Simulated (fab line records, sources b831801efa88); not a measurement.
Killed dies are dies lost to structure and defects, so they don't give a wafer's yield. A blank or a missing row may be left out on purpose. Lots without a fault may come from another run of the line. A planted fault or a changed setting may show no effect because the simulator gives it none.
fab line records | flow gf180mcu
record lots=5 wafers=15 last_day=34
route steps=602 shown SALICIDE@285 CONTACT@287 M1@315
lots that met no fault: from a run of the same line without faults
start_h: hours from the record's first day to the start of the lot's first wafer shown | wait_h: hours since the lot's step before | " the same as in the row above | L1.1+2: a row that stands for several wafers | - no value, or no start given | * or withheld: withheld | < > ~ a bound
route shown NAME@n: a module of which the file shows steps, and the number in the route of the first | usual: mean/standard deviation of fault-free wafers | same: alike in all rows | chamber/n: place in a boat | sites: the reading at each site | _std_site: their standard deviation | _edge_site: outer sites' mean less inner sites' | radius_mm: how far each site lies from the wafer's centre | mask NAME#n: copy n | behind: the tool/chamber that last shaped the wafer | hold: why the lot was held/for how many hours/how that ended | device: the transistor (n, p or np) that didn't switch | end of line: the same wafers' tests at the end of the route | a step without rows: its recipe alone | killed: dies lost to structure and defects at the first sort, not the wafer's yield | map: a wafer's dies, x killed, . not, _ none there
set.NAME: the setting as run; set.NAME@STEP: as run at that earlier step | model.NAME: the simulator's own value behind a step, which no gauge read
lots at some steps of the route; a table a step, a row a wafer
services: from which hour (start_h, from the record's first day; less than 0 if before it) a tool's chamber was out of use, for how many hours, and why
## steps
# step GF_SALICIDE_WET_ETCH_07
# recipe chemistry=SPM target_depth_nm=120 dry=n2_spin
# columns lot.wafer tool chamber start_h wait_h
L075.1+2+5 wet_bench-02 1 349.04 0.1
L083.1+3+4 wet_bench-02 2 424.45 0.1
L085.1+5+6 wet_bench-04 1 434.78 0.1
L092.1+2+4 wet_bench-04 3 506.29 0.1
L093.2+3+6 wet_bench-01 0 516.83 0.1
# step GF_SALICIDE_RTA_08
# recipe temp_c=800 time_s=30 ambient=N2
# usual lamp_power_pct=15.4/1.2 wafer_temp_C_max=803.5/0.68
# columns lot.wafer tool chamber start_h wait_h lamp_power_pct wafer_temp_C_max
L075.1 rtp_anneal-02 0 349.13 0.0 16.7 802.7
L075.2 " 0 " " 16.7 802.9
L075.5 " 0 " " 16.7 803.0
L083.1 rtp_anneal-01 0 424.55 0.0 14.4 803.1
L083.3 " 0 " " 14.4 802.7
L083.4 " 0 " " 14.3 803.6
L085.1 rtp_anneal-02 0 434.87 0.0 16.7 804.1
L085.5 " 0 " " 16.7 802.7
L085.6 " 0 " " 16.7 803.1
L092.1 rtp_anneal-01 0 506.38 0.0 14.4 803.0
L092.2 " 0 " " 14.4 803.0
L092.4 " 0 " " 14.4 803.1
L093.2 rtp_anneal-01 0 516.94 0.0 14.4 803.4
L093.3 " 0 " " 14.4 804.7
L093.6 " 0 " " 14.4 804.6
# step GF_CONTACT_CVD_00
# recipe material=SiO2 target_thk_nm=300 sigma_open_frac=0.3 temp_c=400 time_s=50 sih4_flow_sccm=60 pressure_mtorr=6
# usual susceptor_temp_C=399.99/0.22
# columns lot.wafer tool chamber start_h wait_h susceptor_temp_C
L075.1 hdpcvd-02 1 349.23 0.1 400.16
L075.2 " 2 " " 400.09
L075.5 " 0 " " 399.60
L083.1 hdpcvd-02 1 424.65 0.1 400.10
L083.3 " 2 " " 399.47
L083.4 " 0 " " 399.82
L085.1 hdpcvd-02 2 434.97 0.1 399.41
L085.5 " 0 " " 400.34
L085.6 " 2 " " 399.46
L092.1 hdpcvd-02 1 506.48 0.1 399.87
L092.2 " 2 " " 399.92
L092.4 " 0 " " 399.95
L093.2 hdpcvd-02 0 517.02 0.1 399.82
L093.3 " 1 " " 399.68
L093.6 " 0 " " 399.98
# step GF_CONTACT_THK_MEAS_01
# recipe reads=SiO2_of_CONTACT_CVD_00
# usual CONTACT_CVD_00_THK=301/3.3
# columns lot.wafer tool chamber start_h wait_h CONTACT_CVD_00_THK[nm]
L075.1 film_metro-02 - 349.28 0.0 303
L075.2 " - " " 300
L075.5 " - " " 299
L083.1 film_metro-04 - 424.70 0.0 300
L083.3 " - " " 298
L083.4 " - " " 295
L085.1 film_metro-01 - 435.01 0.0 302
L085.5 " - " " 300
L085.6 " - " " 300
L092.1 film_metro-01 - 506.53 0.0 303
L092.2 " - " " 302
L092.4 " - " " 292
L093.2 film_metro-04 - 517.07 0.0 297
L093.3 " - " " 302
L093.6 " - " " 298
# step GF_CONTACT_CVD_02
# recipe material=SiO2 target_thk_nm=860 precursor=TEOS temp_c=400 time_s=95.992 rf_w=600
# usual heater_power_w=617/85 susceptor_temp_C=399.97/0.24
# columns lot.wafer tool chamber start_h wait_h heater_power_w susceptor_temp_C
L075.1 pecvd-01 1 349.34 0.1 591 399.55
L075.2 " 2 " " 613 400.00
L075.5 " 0 " " 547 400.21
L083.1 pecvd-03 0 424.76 0.1 603 399.94
L083.3 " 2 " " 675 399.69
L083.4 " 1 " " 654 400.10
L085.1 pecvd-01 1 435.07 0.1 702 400.23
L085.5 " 0 " " 699 399.39
L085.6 " 1 " " 747 399.96
L092.1 pecvd-04 0 506.59 0.1 432 399.84
L092.2 " 2 " " 686 399.97
L092.4 " 0 " " 458 399.66
L093.2 pecvd-01 0 517.12 0.0 606 400.00
L093.3 " 0 " " 656 399.93
L093.6 " 2 " " 643 399.74
# step GF_CONTACT_THK_MEAS_03
# recipe reads=SiO2_of_CONTACT_CVD_02
# usual CONTACT_CVD_02_THK=861/11
# columns lot.wafer tool chamber start_h wait_h CONTACT_CVD_02_THK[nm]
L075.1 film_metro-04 - 349.41 0.0 859
L075.2 " - " " 859
L075.5 " - " " 859
L083.1 film_metro-02 - 424.83 0.0 868
L083.3 " - " " 863
L083.4 " - " " 891
L085.1 film_metro-04 - 435.14 0.0 836
L085.5 " - " " 860
L085.6 " - " " 854
L092.1 film_metro-04 - 506.66 0.0 862
L092.2 " - " " 849
L092.4 " - " " 866
L093.2 film_metro-04 - 517.24 0.1 836
L093.3 " - " " 852
L093.6 " - " " 865
# step GF_CONTACT_CMP_04
# recipe material=SiO2 down_force_psi=4 platen_rpm=60 pad_velocity_m_s=0.94248
# usual motor_current_A=12.3/0.83 slurry_flow_ml_min=150.0/0.49 time_to_endpoint_s=115/4.9
# columns lot.wafer tool chamber start_h wait_h motor_current_A slurry_flow_ml_min time_to_endpoint_s
L075.2 cmp-01 3 349.52 0.1 13.3 150.1 114
L075.1 " 0 " " 11.5 149.9 115
L075.5 " 3 " " 12.8 149.2 114
L083.4 cmp-01 0 424.94 0.1 11.9 150.0 124
L083.3 " 1 " " 11.9 150.5 117
L083.1 " 2 " " 12.1 149.9 118
L085.1 cmp-01 1 435.20 0.1 12.1 150.1 104
L085.6 " 1 " " 12.4 150.6 110
L085.5 " 2 " " 11.8 150.1 109
L092.4 cmp-02 3 506.72 0.0 13.2 149.2 120
L092.1 " 0 " " 13.9 150.5 115
L092.2 " 2 " " 12.9 150.2 114
L093.3 cmp-01 2 517.29 0.0 12.0 150.0 112
L093.2 " 3 " " 13.5 149.7 106
L093.6 " 3 " " 13.1 149.7 119
# step GF_CONTACT_BOW_MEAS_05
# recipe mode=bow
# usual CONTACT_BOW=66/6.3
# columns lot.wafer tool chamber start_h wait_h CONTACT_BOW[um]
L075.1 film_metro-01 - 349.77 0.1 60
L075.2 " - " " 71
L075.5 " - " " 56
L083.1 film_metro-01 - 425.19 0.1 62
L083.3 " - " " 55
L083.4 " - " " 70
L085.1 film_metro-04 - 435.50 0.2 82
L085.5 " - " " 76
L085.6 " - " " 74
L092.1 film_metro-01 - 507.02 0.2 60
L092.2 " - " " 68
L092.4 " - " " 69
L093.2 film_metro-02 - 517.61 0.2 58
L093.3 " - " " 70
L093.6 " - " " 62
# step GF_CONTACT_DEHYDRATE_06
# recipe temp_c=200 time_s=60
# columns lot.wafer tool chamber start_h wait_h
L075.1+2+5 litho_track-03 0 359.76 10.0
L083.1+3+4 litho_track-01 0 436.80 11.6
L085.1+5+6 litho_track-01 0 447.05 11.5
L092.1+2+4 litho_track-03 0 517.91 10.9
L093.2+3+6 litho_track-02 0 528.30 10.7
# step GF_CONTACT_HMDS_07
# recipe prime_time_s=60 prime_temp_c=120
# usual prime_temp_c=120.04/0.14
# columns lot.wafer tool chamber start_h wait_h prime_temp_c
L075.1 litho_track-03 0 359.91 0.1 120.15
L075.2 " 0 " " 120.12
L075.5 " 0 " " 119.94
L083.1 litho_track-01 0 436.95 0.1 120.22
L083.3 " 0 " " 120.25
L083.4 " 0 " " 120.31
L085.1 litho_track-01 0 447.20 0.1 119.89
L085.5 " 0 " " 120.02
L085.6 " 0 " " 119.94
L092.1 litho_track-03 0 518.06 0.1 120.00
L092.2 " 0 " " 120.16
L092.4 " 0 " " 119.94
L093.2 litho_track-02 0 528.45 0.1 120.11
L093.3 " 0 " " 120.39
L093.6 " 0 " " 120.29
# step GF_CONTACT_COAT_08
# recipe resist=BARC temp_c=withheld time_s=withheld spin_rpm=withheld resist_thk_nm=withheld
# columns lot.wafer tool chamber start_h wait_h
L075.1+2+5 litho_track-03 0 360.06 0.1
L083.1+3+4 litho_track-01 0 437.10 0.1
L085.1+5+6 litho_track-01 0 447.35 0.1
L092.1+2+4 litho_track-03 0 518.21 0.1
L093.2+3+6 litho_track-02 0 528.60 0.1
# step GF_CONTACT_COAT_09
# recipe resist=KrF spin_rpm=withheld resist_thk_nm=1000
# columns lot.wafer tool chamber start_h wait_h
L075.1+2+5 litho_track-03 0 - -
L083.1+3+4 litho_track-01 0 - -
L085.1+5+6 litho_track-01 0 - -
L092.1+2+4 litho_track-03 0 - -
L093.2+3+6 litho_track-02 0 - -
# step GF_CONTACT_SOFTBAKE_10
# recipe temp_c=130 time_s=60 resist=KrF
# columns lot.wafer tool chamber start_h wait_h
L075.1+2+5 litho_track-03 0 - -
L083.1+3+4 litho_track-01 0 - -
L085.1+5+6 litho_track-01 0 - -
L092.1+2+4 litho_track-03 0 - -
L093.2+3+6 litho_track-02 0 - -
# step GF_CONTACT_EXPOSE_11
# recipe mask_id=Contact target_cd_nm=220 na=0.68 source_shape=conventional sigma_outer=0.6 dose_mj=38
# columns lot.wafer tool chamber start_h wait_h mask
L075.1+2+5 krf_scanner-01 0 - - Contact#0
L083.1+3+4 krf_scanner-01 0 - - Contact#0
L085.1+5+6 krf_scanner-01 0 - - Contact#0
L092.1+2+4 krf_scanner-01 0 - - Contact#0
L093.2+3+6 krf_scanner-01 0 - - Contact#0
# step GF_CONTACT_PEB_12
# recipe peb_temp_c=135 peb_time_s=90 resist=KrF
# columns lot.wafer tool chamber start_h wait_h
L075.1+2+5 litho_track-01 0 - -
L083.1+3+4 litho_track-02 0 - -
L085.1+5+6 litho_track-02 0 - -
L092.1+2+4 litho_track-01 0 - -
L093.2+3+6 litho_track-01 0 - -
# step GF_CONTACT_DEVELOP_13
# recipe develop_time_s=60 resist=KrF dev_temp_c=21
# columns lot.wafer tool chamber start_h wait_h
L075.1+2+5 litho_track-01 0 371.35 0.2
L083.1+3+4 litho_track-02 0 449.82 0.2
L085.1+5+6 litho_track-02 0 459.77 0.2
L092.1+2+4 litho_track-01 0 529.50 0.2
L093.2+3+6 litho_track-01 0 540.57 0.2
# step GF_CONTACT_CD_MEAS_14
# recipe target_cd_nm=220
# usual cd_nm=220.0/1.4
# columns lot.wafer tool chamber start_h wait_h cd_nm
L075.1 cd_sem-01 - 371.50 0.1 220.1
L075.2 " - " " 220.6
L075.5 " - " " 219.7
L083.1 cd_sem-02 - 449.97 0.1 219.2
L083.3 " - " " 221.3
L083.4 " - " " 220.6
L085.1 cd_sem-01 - 459.92 0.1 220.8
L085.5 " - " " 219.6
L085.6 " - " " 218.9
L092.1 cd_sem-01 - 529.65 0.1 218.8
L092.2 " - " " 219.0
L092.4 " - " " 219.6
L093.2 cd_sem-02 - 540.72 0.1 220.3
L093.3 " - " " 220.4
L093.6 " - " " 220.2
# step GF_CONTACT_OVL_MEAS_15
# usual CONTACT_OVL=0/5.7
# columns lot.wafer tool chamber start_h wait_h CONTACT_OVL[nm]
L075.1 overlay-02 - 371.62 0.1 2
L075.2 " - " " 6
L075.5 " - " " -6
L083.1 overlay-02 - 450.09 0.1 5
L083.3 " - " " 11
L083.4 " - " " 10
L085.1 overlay-02 - 460.04 0.1 1
L085.5 " - " " 8
L085.6 " - " " -1
L092.1 overlay-01 - 529.77 0.1 -5
L092.2 " - " " -6
L092.4 " - " " -12
L093.2 overlay-01 - 540.82 0.1 6
L093.3 " - " " 0
L093.6 " - " " 5
# step GF_CONTACT_ETCH_16
# recipe chemistry=N2/H2 target_depth_a=withheld overetch_a=withheld time_s=withheld target=BARC ion_energy_ev=200 source_w=500 bias_w=100 pressure_mtorr=30 n2_flow_sccm=100 h2_flow_sccm=200
# usual chamber_pressure_mTorr=30.000/0.028 drypump_motor_current_A=5.8/0.57 n2_flow_sccm=99.99/0.25 oes_product_au=0.855/0.005 throttle_valve_pct=13.225/0.0087
# columns lot.wafer tool chamber start_h wait_h chamber_pressure_mTorr drypump_motor_current_A n2_flow_sccm oes_product_au throttle_valve_pct
L075.1 rie_diel-03 3 371.66 0.0 30.017 6.6 99.86 0.841 13.231
L075.2 " 0 " " 29.964 5.6 99.72 0.860 13.232
L075.5 " 0 " " 29.993 5.6 100.14 0.853 13.233
L083.1 rie_diel-03 2 450.13 0.0 30.011 5.9 99.77 0.852 13.226
L083.3 " 3 " " 30.003 6.6 100.04 0.853 13.247
L083.4 " 2 " " 30.059 5.9 99.75 0.851 13.222
L085.1 rie_diel-04 2 460.08 0.0 30.006 5.7 100.18 0.857 13.236
L085.5 " 0 " " 29.966 6.2 99.59 0.856 13.217
L085.6 " 3 " " 29.960 6.5 100.14 0.857 13.223
L092.1 rie_diel-02 0 529.81 0.0 30.055 6.0 100.09 0.853 13.249
L092.2 " 1 " " 30.002 5.7 100.44 0.848 13.213
L092.4 " 2 " " 29.985 4.9 100.17 0.853 13.238
L093.2 rie_diel-03 3 540.85 0.0 29.976 6.6 100.51 0.853 13.222
L093.3 " 0 " " 29.989 5.6 100.03 0.857 13.212
L093.6 " 3 " " 30.069 6.6 100.29 0.852 13.231
# step GF_CONTACT_ETCH_17
# recipe chemistry=C4F8/O2/Ar mask_material=KrF target=SiO2 stop_on=CoSi2 source_w=1500 bias_w=1200 pressure_mtorr=40 c4f8_flow_sccm=withheld O2_flow_sccm=6 Ar_flow_sccm=300 time_s=withheld target_depth_a=8600
# usual chamber_pressure_mTorr=40.00/0.039 oes_product_au=0.815/0.0053
# columns lot.wafer tool chamber start_h wait_h chamber_pressure_mTorr oes_product_au
L075.1 rie_diel-03 3 - - 40.09 0.816
L075.2 " 0 " " 39.96 0.826
L075.5 " 0 " " 39.96 0.824
L083.1 rie_diel-03 2 - - 39.99 0.818
L083.3 " 3 " " 39.92 0.809
L083.4 " 2 " " 39.96 0.814
L085.1 rie_diel-04 2 - - 39.98 0.820
L085.5 " 0 " " 40.05 0.810
L085.6 " 3 " " 40.06 0.825
L092.1 rie_diel-02 0 - - 40.05 0.825
L092.2 " 1 " " 39.95 0.811
L092.4 " 2 " " 39.99 0.821
L093.2 rie_diel-03 3 - - 39.95 0.808
L093.3 " 0 " " 39.99 0.814
L093.6 " 3 " " 39.97 0.808
# step GF_CONTACT_STRIP_18
# recipe chemistry=O2/N2 power_w=1400 pressure_mtorr=1500 platen_temp_c=250 o2_flow_sccm=3000 n2_flow_sccm=300 overash_fraction=0.5
# usual chamber_pressure_mTorr=1500.1/1.4 drypump_motor_current_A=5.6/0.38 heater_power_w=358/51 n2_flow_sccm=300.0/0.86 o2_flow_sccm=3002/9.3 oes_product_au=0.581/0.0048
# columns lot.wafer tool chamber start_h wait_h chamber_pressure_mTorr drypump_motor_current_A heater_power_w n2_flow_sccm o2_flow_sccm oes_product_au rf_hours_counter_h
L075.1 plasma_asher-04 1 371.82 - 1503.2 5.1 471 299.3 3003 0.580 73
L075.2 " 0 " " 1501.3 5.6 308 300.2 2997 0.583 73
L075.5 " 1 " " 1498.3 5.1 477 299.1 2997 0.582 -
L083.1 plasma_asher-03 0 450.29 - 1501.5 5.6 311 298.6 3001 0.582 72
L083.3 " 0 " " 1499.6 5.6 315 299.3 3006 0.577 -
L083.4 " 1 " " 1501.9 6.3 323 300.4 3010 0.575 -
L085.1 plasma_asher-03 1 460.24 - 1499.1 6.4 329 300.8 3012 0.578 73
L085.5 " 1 " " 1497.4 6.4 322 301.4 3009 0.574 -
L085.6 " 0 " " 1500.6 5.6 320 300.6 3003 0.581 -
L092.1 plasma_asher-01 0 529.97 - 1499.2 5.6 376 300.6 3003 0.584 12
L092.2 " 1 " " 1500.8 5.3 363 301.0 2999 0.582 12
L092.4 " 1 " " 1500.7 5.2 366 300.3 3011 0.577 -
L093.2 plasma_asher-01 0 541.02 - 1500.7 5.7 370 300.2 3000 0.580 13
L093.3 " 1 " " 1500.9 5.3 368 300.1 3022 0.584 -
L093.6 " 1 " " 1498.3 5.2 358 301.3 3006 0.586 -
# step GF_CONTACT_CLEAN_19
# recipe chemistry=SPM
# columns lot.wafer tool chamber start_h wait_h
L075.1+2+5 wet_bench-01 3 371.92 0.1
L083.1+3+4 wet_bench-03 1 450.39 0.1
L085.1+5+6 wet_bench-01 3 460.34 0.1
L092.1+2+4 wet_bench-02 1 530.07 0.1
L093.2+3+6 wet_bench-03 0 541.12 0.1
# step GF_CONTACT_CLEAN_20
# recipe chemistry=DIW
# columns lot.wafer tool chamber start_h wait_h
L075.1+2+5 wet_bench-03 1 372.02 0.0
L083.1+3+4 wet_bench-01 0 450.49 0.0
L085.1+5+6 wet_bench-03 2 460.56 0.0
L092.1+2+4 wet_bench-01 2 530.16 0.0
L093.2+3+6 wet_bench-03 3 541.21 0.0
# step GF_CONTACT_CLEAN_21
# recipe chemistry=dHF time_s=20 dilution=100:1 dry=ipa_marangoni
# columns lot.wafer tool chamber start_h wait_h
L075.1+2+5 wet_bench-01 3 372.11 0.0
L083.1+3+4 wet_bench-02 0 450.58 0.0
L085.1+5+6 wet_bench-01 2 460.66 0.0
L092.1+2+4 wet_bench-03 3 530.25 0.0
L093.2+3+6 wet_bench-01 2 541.30 0.0
# step GF_CONTACT_SPUTTER_22
# recipe material=Ti target_thk_nm=15 chamber_pressure_pa=5 power_w=2500 substrate_temp_c=200 time_s=80.02
# usual substrate_temp_c=199.99/0.17 throttle_valve_pct=31.0/1
# columns lot.wafer tool chamber start_h wait_h substrate_temp_c throttle_valve_pct
L075.1 pvd_sputter-01 - 372.13 0.0 200.13 30.5
L075.2 " - " " 199.78 30.6
L075.5 " - " " 200.04 30.5
L083.1 pvd_sputter-02 - 450.60 0.0 199.80 31.5
L083.3 " - " " 199.99 32.1
L083.4 " - " " 200.14 31.5
L085.1 pvd_sputter-02 - 460.69 0.0 200.16 31.6
L085.5 " - " " 200.43 32.2
L085.6 " - " " 199.89 31.9
L092.1 pvd_sputter-01 - 530.27 0.0 200.06 31.5
L092.2 " - " " 199.79 30.3
L092.4 " - " " 199.94 31.1
L093.2 pvd_sputter-02 - 541.32 0.0 199.55 31.4
L093.3 " - " " 199.98 31.4
L093.6 " - " " 200.02 31.3
# step GF_CONTACT_SPUTTER_23
# recipe material=TiN target_thk_nm=10 chamber_pressure_pa=5 power_w=4000 time_s=40
# usual throttle_valve_pct=31.0/1
# columns lot.wafer tool chamber start_h wait_h throttle_valve_pct
L075.1 pvd_sputter-01 - 372.19 0.0 30.3
L075.2 " - " " 30.6
L075.5 " - " " 30.2
L083.1 pvd_sputter-02 - 450.66 0.0 31.3
L083.3 " - " " 32.0
L083.4 " - " " 31.2
L085.1 pvd_sputter-02 - 460.76 0.0 31.7
L085.5 " - " " 31.9
L085.6 " - " " 31.6
L092.1 pvd_sputter-01 - 530.33 0.0 31.7
L092.2 " - " " 30.3
L092.4 " - " " 31.1
L093.2 pvd_sputter-02 - 541.38 0.0 32.0
L093.3 " - " " 31.2
L093.6 " - " " 31.3
# step GF_CONTACT_CVD_24
# recipe material=W target_thk_nm=300 time_s=90.339 temp_c=400 pressure_torr=40
# usual heater_power_w=954/130 susceptor_temp_C=400.00/0.24
# columns lot.wafer tool chamber start_h wait_h heater_power_w susceptor_temp_C
L075.1 cvd_w-01 1 372.23 0.0 896 399.81
L075.2 " 0 " " 887 399.93
L075.5 " 1 " " 859 399.79
L083.1 cvd_w-02 1 450.70 0.0 869 400.06
L083.3 " 1 " " 903 400.12
L083.4 " 0 " " 1151 399.98
L085.1 cvd_w-01 1 460.80 0.0 869 399.85
L085.5 " 0 " " 796 399.80
L085.6 " 1 " " 845 399.94
L092.1 cvd_w-02 1 530.37 0.0 877 399.96
L092.2 " 0 " " 1147 399.56
L092.4 " 1 " " 879 399.82
L093.2 cvd_w-02 1 541.42 0.0 893 399.85
L093.3 " 0 " " 1131 400.11
L093.6 " 1 " " 899 400.04
# step GF_CONTACT_RS_MEAS_25
# recipe thk_meas_gauge=four-point-probe reads=W_of_CONTACT_CVD_24+TiN_of_CONTACT_SPUTTER_23+Ti_of_CONTACT_SPUTTER_22
# usual CONTACT_W_RS=0.383/0.0043
# columns lot.wafer tool chamber start_h wait_h CONTACT_W_RS[ohm/sq]
L075.1 film_metro-01 - 372.33 0.1 0.383
L075.2 " - " " 0.383
L075.5 " - " " 0.380
L083.1 film_metro-02 - 450.80 0.1 0.383
L083.3 " - " " 0.383
L083.4 " - " " 0.388
L085.1 film_metro-02 - 460.90 0.1 0.379
L085.5 " - " " 0.379
L085.6 " - " " 0.384
L092.1 film_metro-04 - 530.47 0.1 0.383
L092.2 " - " " 0.390
L092.4 " - " " 0.383
L093.2 film_metro-04 - 541.54 0.1 0.384
L093.3 " - " " 0.383
L093.6 " - " " 0.383
# step GF_CONTACT_THK_MEAS_26
# recipe thk_meas_gauge=xrf reads=W_of_CONTACT_CVD_24
# usual CONTACT_W_THK=301/5.9
# columns lot.wafer tool chamber start_h wait_h CONTACT_W_THK[nm]
L075.1 film_metro-01 - 372.45 0.1 306
L075.2 " - " " 305
L075.5 " - " " 310
L083.1 film_metro-02 - 450.92 0.1 302
L083.3 " - " " 299
L083.4 " - " " 297
L085.1 film_metro-02 - 461.02 0.1 305
L085.5 " - " " 305
L085.6 " - " " 301
L092.1 film_metro-04 - 530.59 0.1 293
L092.2 " - " " 290
L092.4 " - " " 295
L093.2 film_metro-04 - 541.65 0.1 293
L093.3 " - " " 293
L093.6 " - " " 294
# step GF_CONTACT_CMP_27
# recipe stop_on=SiO2 down_force_psi=3.5 platen_rpm=60 t_overpolish_s=15 target_thk_nm=0 pad_velocity_m_s=0.94248
# usual motor_current_A=11.3/0.73 overpolish_run_s=15.000/0.0098 slurry_flow_ml_min=149.9/0.45 time_to_endpoint_s=74.7/2.8
# same t_overpolish_s=15
# columns lot.wafer tool chamber start_h wait_h motor_current_A overpolish_run_s slurry_flow_ml_min time_to_endpoint_s
L075.1 cmp-01 3 372.51 0.1 11.2 14.976 149.8 80.6
L075.2 " 0 " " 10.4 14.999 150.6 74.8
L075.5 " 3 " " 11.6 15.008 149.1 80.3
L083.1 cmp-02 0 451.03 0.1 12.5 15.005 150.2 72.4
L083.4 " 1 " " 9.6 15.000 149.6 68.9
L083.3 " 2 " " 11.1 15.011 150.2 72.3
L085.1 cmp-01 2 461.23 0.2 11.3 14.987 150.5 74.5
L085.6 " 3 " " 11.8 14.980 150.1 76.1
L085.5 " 0 " " 10.6 15.002 150.7 75.1
L092.4 cmp-01 1 530.65 0.0 11.6 15.004 150.5 72.3
L092.1 " 3 " " 11.7 14.993 149.7 74.1
L092.2 " 0 " " 10.8 15.011 149.2 71.8
L093.2 cmp-01 0 542.16 0.5 9.7 15.006 150.2 73.0
L093.3 " 1 " " 11.1 15.006 149.9 70.0
L093.6 " 1 " " 11.4 14.993 149.7 75.1
# step GF_M1_SPUTTER_00
# recipe material=Ti target_thk_nm=37.5 arriving_ion_energy_ev=80 substrate_temp_c=200 chamber_pressure_pa=2 power_w=4000 time_s=150
# usual substrate_temp_c=200.02/0.17 throttle_valve_pct=31.0/0.67
# columns lot.wafer tool chamber start_h wait_h substrate_temp_c throttle_valve_pct
L075.1 pvd_sputter-04 - 372.81 0.2 199.95 31.3
L075.2 " - " " 199.80 29.6
L075.5 " - " " 199.93 30.5
L083.1 pvd_sputter-04 - 451.28 0.2 199.94 30.2
L083.3 " - " " 199.76 29.7
L083.4 " - " " 200.35 30.7
L085.1 pvd_sputter-01 - 461.38 0.1 199.92 30.7
L085.5 " - " " 199.79 30.5
L085.6 " - " " 200.10 31.1
L092.1 pvd_sputter-01 - 530.95 0.1 200.17 31.5
L092.2 " - " " 199.94 30.2
L092.4 " - " " 200.20 30.5
L093.2 pvd_sputter-02 - 542.46 0.2 200.08 31.7
L093.3 " - " " 200.15 31.5
L093.6 " - " " 200.12 31.5
# step GF_M1_SPUTTER_01
# recipe material=TiN target_thk_nm=30 power_w=6500 time_s=25 chamber_pressure_pa=0.4
# usual throttle_valve_pct=30.9/0.65
# columns lot.wafer tool chamber start_h wait_h throttle_valve_pct
L075.1 pvd_sputter-04 - 372.91 0.1 31.4
L075.2 " - " " 29.6
L075.5 " - " " 30.5
L083.1 pvd_sputter-04 - 451.38 0.1 30.3
L083.3 " - " " 29.7
L083.4 " - " " 30.5
L085.1 pvd_sputter-01 - 461.48 0.1 30.2
L085.5 " - " " 30.2
L085.6 " - " " 31.0
L092.1 pvd_sputter-01 - 531.05 0.1 31.8
L092.2 " - " " 30.6
L092.4 " - " " 30.4
L093.2 pvd_sputter-02 - 542.56 0.1 31.9
L093.3 " - " " 31.7
L093.6 " - " " 31.6
# step GF_M1_SPUTTER_02
# recipe material=AlCu target_thk_nm=450 power_w=10600 time_s=23.9 chamber_pressure_pa=0.4
# usual throttle_valve_pct=31.0/0.66
# columns lot.wafer tool chamber start_h wait_h throttle_valve_pct
L075.1 pvd_sputter-04 - 372.94 0.0 31.6
L075.2 " - " " 29.6
L075.5 " - " " 30.6
L083.1 pvd_sputter-04 - 451.41 0.0 30.4
L083.3 " - " " 29.8
L083.4 " - " " 30.7
L085.1 pvd_sputter-01 - 461.51 0.0 30.4
L085.5 " - " " 30.4
L085.6 " - " " 31.4
L092.1 pvd_sputter-01 - 531.08 0.0 31.7
L092.2 " - " " 30.6
L092.4 " - " " 30.4
L093.2 pvd_sputter-02 - 542.59 0.0 31.9
L093.3 " - " " 31.4
L093.6 " - " " 31.0
# step GF_M1_SPUTTER_03
# recipe material=Ti target_thk_nm=10 substrate_temp_c=300 chamber_pressure_pa=0.3 power_w=3000 time_s=6.7
# usual substrate_temp_c=300.01/0.19 throttle_valve_pct=31.0/0.64
# columns lot.wafer tool chamber start_h wait_h substrate_temp_c throttle_valve_pct
L075.1 pvd_sputter-04 - 372.97 0.0 299.87 31.4
L075.2 " - " " 299.95 29.6
L075.5 " - " " 299.84 30.4
L083.1 pvd_sputter-04 - 451.44 0.0 300.03 30.5
L083.3 " - " " 299.95 29.7
L083.4 " - " " 300.09 30.6
L085.1 pvd_sputter-01 - 461.54 0.0 299.71 30.6
L085.5 " - " " 299.99 30.3
L085.6 " - " " 300.04 31.0
L092.1 pvd_sputter-01 - 531.11 0.0 299.83 31.8
L092.2 " - " " 299.96 30.6
L092.4 " - " " 300.13 30.5
L093.2 pvd_sputter-02 - 542.62 0.0 299.94 31.6
L093.3 " - " " 300.02 31.6
L093.6 " - " " 300.36 31.5
# step GF_M1_SPUTTER_04
# recipe material=TiN target_thk_nm=50 power_w=6500 time_s=41.7 chamber_pressure_pa=0.4
# usual throttle_valve_pct=31.0/0.66
# columns lot.wafer tool chamber start_h wait_h throttle_valve_pct
L075.1 pvd_sputter-04 - 372.99 0.0 31.7
L075.2 " - " " 29.8
L075.5 " - " " 30.2
L083.1 pvd_sputter-04 - 451.46 0.0 30.7
L083.3 " - " " 29.8
L083.4 " - " " 30.5
L085.1 pvd_sputter-01 - 461.56 0.0 30.5
L085.5 " - " " 30.6
L085.6 " - " " 31.0
L092.1 pvd_sputter-01 - 531.13 0.0 31.6
L092.2 " - " " 30.3
L092.4 " - " " 30.4
L093.2 pvd_sputter-02 - 542.64 0.0 31.7
L093.3 " - " " 31.2
L093.6 " - " " 31.5
# step GF_M1_RS_MEAS_05
# recipe thk_meas_gauge=four-point-probe reads=TiN_of_M1_SPUTTER_04+Ti_of_M1_SPUTTER_03+AlCu_of_M1_SPUTTER_02+TiN_of_M1_SPUTTER_01+Ti_of_M1_SPUTTER_00
# usual M1_ALCU_RS=0.0697/0.00085
# columns lot.wafer tool chamber start_h wait_h M1_ALCU_RS[ohm/sq]
L075.1 film_metro-03 - 373.03 0.0 0.0679
L075.2 " - " " 0.0678
L075.5 " - " " 0.0683
L083.1 film_metro-02 - 451.50 0.0 0.0692
L083.3 " - " " 0.0693
L083.4 " - " " 0.0696
L085.1 film_metro-02 - 461.60 0.0 0.0695
L085.5 " - " " 0.0690
L085.6 " - " " 0.0684
L092.1 film_metro-04 - 531.17 0.0 0.0701
L092.2 " - " " 0.0712
L092.4 " - " " 0.0709
L093.2 film_metro-04 - 542.70 0.0 0.0702
L093.3 " - " " 0.0716
L093.6 " - " " 0.0707
## services
# columns tool chamber start_h hours kind
cmp-01 - 338.11 7.4 pm
wet_bench-03 - 344.46 1.3 repair
pecvd-01 0 352.01 8.6 repair
wet_bench-02 - 365.70 9.1 repair
rie_diel-03 2 368.40 9.2 repair
cmp-01 - 375.28 1.4 repair
krf_scanner-01 - 376.39 1.3 pm
hdpcvd-02 1 376.67 3.1 repair
krf_scanner-01 - 378.12 0.6 repair
krf_scanner-01 - 387.43 1.8 repair
pvd_sputter-02 - 390.88 0.5 repair
pvd_sputter-02 - 404.29 1.9 repair
krf_scanner-01 - 423.54 4.0 repair
rie_diel-03 1 439.22 21.4 repair
rie_diel-03 0 440.01 4.8 repair
krf_scanner-01 - 455.43 0.8 pm
krf_scanner-01 - 459.59 3.0 repair
rie_diel-03 0 471.01 5.9 repair
krf_scanner-01 - 474.31 1.0 pm
krf_scanner-01 - 501.25 0.7 repair
pvd_sputter-01 - 502.23 3.8 repair
cmp-01 - 514.81 0.7 repair
rie_diel-03 2 523.41 5.4 repair
hdpcvd-02 1 535.53 7.7 repair
## key
fault none
